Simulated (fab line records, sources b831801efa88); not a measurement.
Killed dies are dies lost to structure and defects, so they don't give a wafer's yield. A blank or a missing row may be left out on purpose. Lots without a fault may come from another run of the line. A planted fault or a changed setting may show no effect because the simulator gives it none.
One fault seen from 2 desks | flow sky130 | each desk has only its own numbers; what lay behind them comes last

THE TOOL OWNER'S DESK: litho_track-04
The tool's own readings at SKY_LDD_LDN_DEVELOP_06 (develop time 60 s): means of the sampled wafers that have a number, for each lot that ran on this tool. A lot is out of limits, marked OUT, if its mean lies more than 4 standard deviations from the usual mean; the brackets give that distance.
Columns: A = exhaust_pa at SKY_LDD_LDN_DEVELOP_06, usual 45.0 Pa
lot  | first seen here | A
L119 | day 25 10:22    | 45.0
L123 | day 26 22:59    | 44.9
L124 | day 26 23:16    | 46.1
L125 | day 27 03:10    | 44.1
L132 | day 29 09:22    | 44.6
L133 | day 29 19:13    | 45.6
L135 | day 30 09:10    | 45.8
This desk's finding: nothing out of limits on any of the 7 lots.

THE METROLOGY DESK
What the gauges read, lot by lot, whatever tool the lot ran on: means of the sampled wafers that have a number. A lot is out of limits, marked OUT, if its mean lies more than 4 standard deviations from the usual mean; the brackets give that distance.
Columns: A = SONOS_TUNNEL_OVL at SKY_SONOS_TUNNEL_OVL_MEAS_08, usual 0.9 nm; B = SONOS_ONO_CVD_02_THK at SKY_SONOS_ONO_THK_MEAS_03, usual 10.61 nm; C = GATE_OXIDE_OVL at SKY_GATE_OXIDE_OVL_MEAS_10, usual 0.6 nm; D = LDD_LDN_TW at SKY_LDD_LDN_TW_MEAS_13, usual 1453
lot  | first seen here | A    | B     | C    | D
L115 | day 12 17:04    | 0.4  | 10.72 | 1.1  | 1455
L116 | day 13 02:41    | 1.1  | 10.55 | 1.4  | 1458
L119 | day 13 16:05    | 1.7  | 10.69 | -1.3 | 1474
L120 | day 13 16:32    | -0.8 | 10.60 | -0.3 | 1453
L121 | day 14 07:01    | 1.1  | 10.66 | 1.0  | 1462
L122 | day 14 11:11    | 0.9  | 10.34 | 1.8  | 1449
L124 | day 14 19:11    | 0.6  | 10.42 | 0.7  | 1462
L123 | day 14 19:25    | 1.8  | 10.26 | 0.8  | 1461
L125 | day 15 03:14    | -0.3 | 10.61 | -0.1 | 1441
L127 | day 16 03:36    | 0.3  | 10.76 | 0.2  | 1441
L130 | day 16 18:23    | 1.6  | 10.69 | 1.4  | 1437
L132 | day 17 10:35    | 4.0  | 10.40 | 1.2  | 968 (-44) OUT
L133 | day 17 18:35    | 0.5  | 10.58 | 0.1  | 508 (-86) OUT
L135 | day 18 10:17    | -0.2 | 10.55 | -0.4 | 504 (-86) OUT
L137 | day 18 19:07    | 2.1  | 10.75 | -0.3 | 1453
This desk's finding: out of limits on L132, L133, L135; first on L132, day 29 10:15 (LDD_LDN_TW at SKY_LDD_LDN_TW_MEAS_13). In limits: L115, L116, L119, L120, L121, L122, L124, L123, L125, L127, L130, L137.

PUT TOGETHER
The metrology desk could have raised an alarm at day 29 10:15, on L132, L133, L135.
The tool owner's desk saw nothing out of limits.
The tool owner's desk has L132, L133, L135 on record, within its limits.
Of the lots named, all ran SKY_LDD_LDN_DEVELOP_06 on litho_track-04.

WHAT THE SIMULATOR HAD PUT IN
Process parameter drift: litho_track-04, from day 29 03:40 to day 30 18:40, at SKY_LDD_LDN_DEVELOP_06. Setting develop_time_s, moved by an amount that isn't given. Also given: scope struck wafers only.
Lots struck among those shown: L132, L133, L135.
Hours from the fault's start to each desk's first reading out of limits: the metrology desk, 7.
